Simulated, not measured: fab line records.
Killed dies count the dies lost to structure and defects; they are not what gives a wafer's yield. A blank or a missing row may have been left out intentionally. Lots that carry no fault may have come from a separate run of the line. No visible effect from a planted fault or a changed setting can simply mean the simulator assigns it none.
Which tool did it? ; flow gf180mcu ; 36 wafers from 12 lots sampled at 5 of the route's 602 steps

## WHAT THE GAUGES SHOWED, per wafer
GF_HV_LDD_CD_MEAS_19: the cd target is 400 nm. Usual: cd-nm 399.1 nm, standard deviation 2.3.
lot;measured;on;cd-nm (nm);flag
L541;day 11 03:50;cd-sem-02;401.5 404.9 402.1;
L544;day 12 07:56;cd-sem-01;405.4 404.0 405.5;
L545;day 12 20:47;cd-sem-02;399.9 398.3 396.6;
L546;day 13 03:41;cd-sem-02;397.4 397.4 398.0;
L548;day 13 15:43;cd-sem-02;399.8 400.0 400.2;
L552;day 14 14:44;cd-sem-02;397.8 398.8 399.7;
L554;day 15 05:02;cd-sem-02;398.5 398.4 398.5;
L557;day 16 03:41;cd-sem-01;397.6 397.7 397.1;
L558;day 16 10:22;cd-sem-01;402.0 401.1 401.1;
L559;day 16 16:52;cd-sem-01;399.2 399.3 401.4;
L560;day 17 00:51;cd-sem-02;397.4 397.8 398.8;
L562;day 17 12:56;cd-sem-01;399.9 400.0 397.5;

GF_PSD_CD_MEAS_07: the cd target is 400 nm. Usual: cd-nm 398.9 nm, standard deviation 2.2.
lot;measured;on;cd-nm (nm);flag
L541;day 14 15:04;cd-sem-01;395.1 393.9 395.7;
L544;day 15 21:17;cd-sem-02;399.8 400.7 400.3;
L545;day 16 11:14;cd-sem-02;396.6 397.3 396.8;
L546;day 16 18:35;cd-sem-02;397.6 397.7 397.4;
L548;day 17 11:25;cd-sem-01;401.1 401.8 400.2;
L552;day 18 15:59;cd-sem-02;401.1 401.5 403.5;
L554;day 19 07:56;cd-sem-01;399.7 398.1 399.0;
L557;day 20 06:29;cd-sem-02;398.4 397.7 395.5;
L558;day 20 15:43;cd-sem-02;396.6 399.8 396.2;
L559;day 20 20:03;cd-sem-01;403.5 404.0 402.0;
L560;day 21 05:26;cd-sem-01;398.1 397.5 397.6;
L562;day 21 19:45;cd-sem-02;397.4 396.8 399.7;

GF_SAB_CD_MEAS_09: the cd target is 420 nm. Usual: cd-nm 420.4 nm, standard deviation 2.2.
lot;measured;on;cd-nm (nm);flag
L541;day 15 12:46;cd-sem-01;419.0 423.2 422.0;
L544;day 16 19:05;cd-sem-02;418.3 419.9 417.3;
L545;day 17 09:28;cd-sem-02;420.4 422.6 421.4;
L546;day 17 17:08;cd-sem-01;421.0 420.1 419.0;
L548;day 18 11:02;cd-sem-01;419.3 419.4 420.0;
L552;day 19 17:17;cd-sem-01;422.6 421.7 420.7;
L554;day 20 09:35;cd-sem-02;424.1 422.6 421.9;
L557;day 21 08:34;cd-sem-02;421.2 423.0 424.5;
L558;day 21 16:29;cd-sem-02;419.1 419.1 418.7;
L559;day 21 20:36;cd-sem-02;418.7 420.4 419.5;
L560;day 22 05:47;cd-sem-02;418.1 417.8 420.0;
L562;day 22 20:00;cd-sem-02;418.5 420.4 420.1;

GF_M1_RS_MEAS_05: measures by four-point-probe. Usual: for M1_ALCU_RS the level is 0.0697 ohm/sq and the standard deviation is 0.00097.
lot;measured;on;M1_ALCU_RS (ohm/sq);flag
L541;day 16 13:31;film-metro-03;0.0704 0.0711 0.0709;
L544;day 17 20:54;film-metro-04;0.0694 0.0699 0.0694;
L545;day 18 11:55;film-metro-02;0.0692 0.0704 0.0685;
L546;day 18 19:31;film-metro-04;0.0688 0.0679 0.0681;
L548;day 19 14:55;film-metro-02;0.0682 0.0691 0.0691 0.0683 0.0690 0.0691;
L552;day 20 21:22;film-metro-02;0.0681 0.0686 0.0690 0.0682 0.0688 0.0690;
L554;day 21 13:33;film-metro-03;0.0692 0.0701 0.0699;
L557;day 22 12:08;film-metro-03;0.0679 0.0698 0.0694;
L558;day 22 18:40;film-metro-02;0.0696 0.0706 0.0697;
L559;day 22 23:16;film-metro-02;0.0684 0.0701 0.0697;
L560;day 23 08:19;film-metro-04;0.0690 0.0690 0.0690;
L562;day 23 21:45;film-metro-03;0.0698 0.0704 0.0704;

## TOOL THAT RAN EACH LOT (tool first, then ch and the chambers of the sampled wafers, then the start)
lot;GF_M1_SPUTTER_00
L541;pvd-sputter-02, day 16 13:10
L544;pvd-sputter-02, day 17 20:41
L545;pvd-sputter-04, day 18 11:41
L546;pvd-sputter-04, day 18 19:18
L548;pvd-sputter-04, day 19 14:41
L552;pvd-sputter-04, day 20 21:09
L554;pvd-sputter-03, day 21 13:20
L557;pvd-sputter-03, day 22 11:53
L558;pvd-sputter-03, day 22 18:23
L559;pvd-sputter-03, day 22 23:02
L560;pvd-sputter-04, day 23 08:04
L562;pvd-sputter-04, day 23 21:28
- GF_M1_SPUTTER_00: material Ti, target thk 37.5 nm, time 150 s.

## WHAT THE TOOLS THEMSELVES READ (means of the sampled wafers that have a number; where no wafer has one, the mark that the record gives instead)
GF_M1_SPUTTER_00. Usual: throttle-valve-pct 30.0 %, standard deviation 0.95.
lot;tool;throttle-valve-pct (%);flag
L541;pvd-sputter-02;30.5;
L544;pvd-sputter-02;29.5;
L545;pvd-sputter-04;29.3;
L546;pvd-sputter-04;30.2;
L548;pvd-sputter-04;30.2;
L552;pvd-sputter-04;30.9;
L554;pvd-sputter-03;29.4;
L557;pvd-sputter-03;29.5;
L558;pvd-sputter-03;29.5;
L559;pvd-sputter-03;29.5;
L560;pvd-sputter-04;29.5;
L562;pvd-sputter-04;29.7;

## THE ANSWER, worked out from the rows above alone
Rule: take the mean of a lot's wafers that have a number; if it is more than 3 standard deviations from the usual mean, the lot is off. Also off: a lot with no number at a reading for which 4 or more lots have one. All remaining lots with rows at the step are treated as sound. The gauges are gone through in route order, then the tools' own readings, and for those a lot's mean is taken as printed above. The first step at which some lot is off is used, and at that step the reading that is off furthest; a lot without a number counts as furthest.
Across all readings shown, no lot is off: no conclusion can be drawn from this.

## WHAT WAS PUT IN BY THE SIMULATOR
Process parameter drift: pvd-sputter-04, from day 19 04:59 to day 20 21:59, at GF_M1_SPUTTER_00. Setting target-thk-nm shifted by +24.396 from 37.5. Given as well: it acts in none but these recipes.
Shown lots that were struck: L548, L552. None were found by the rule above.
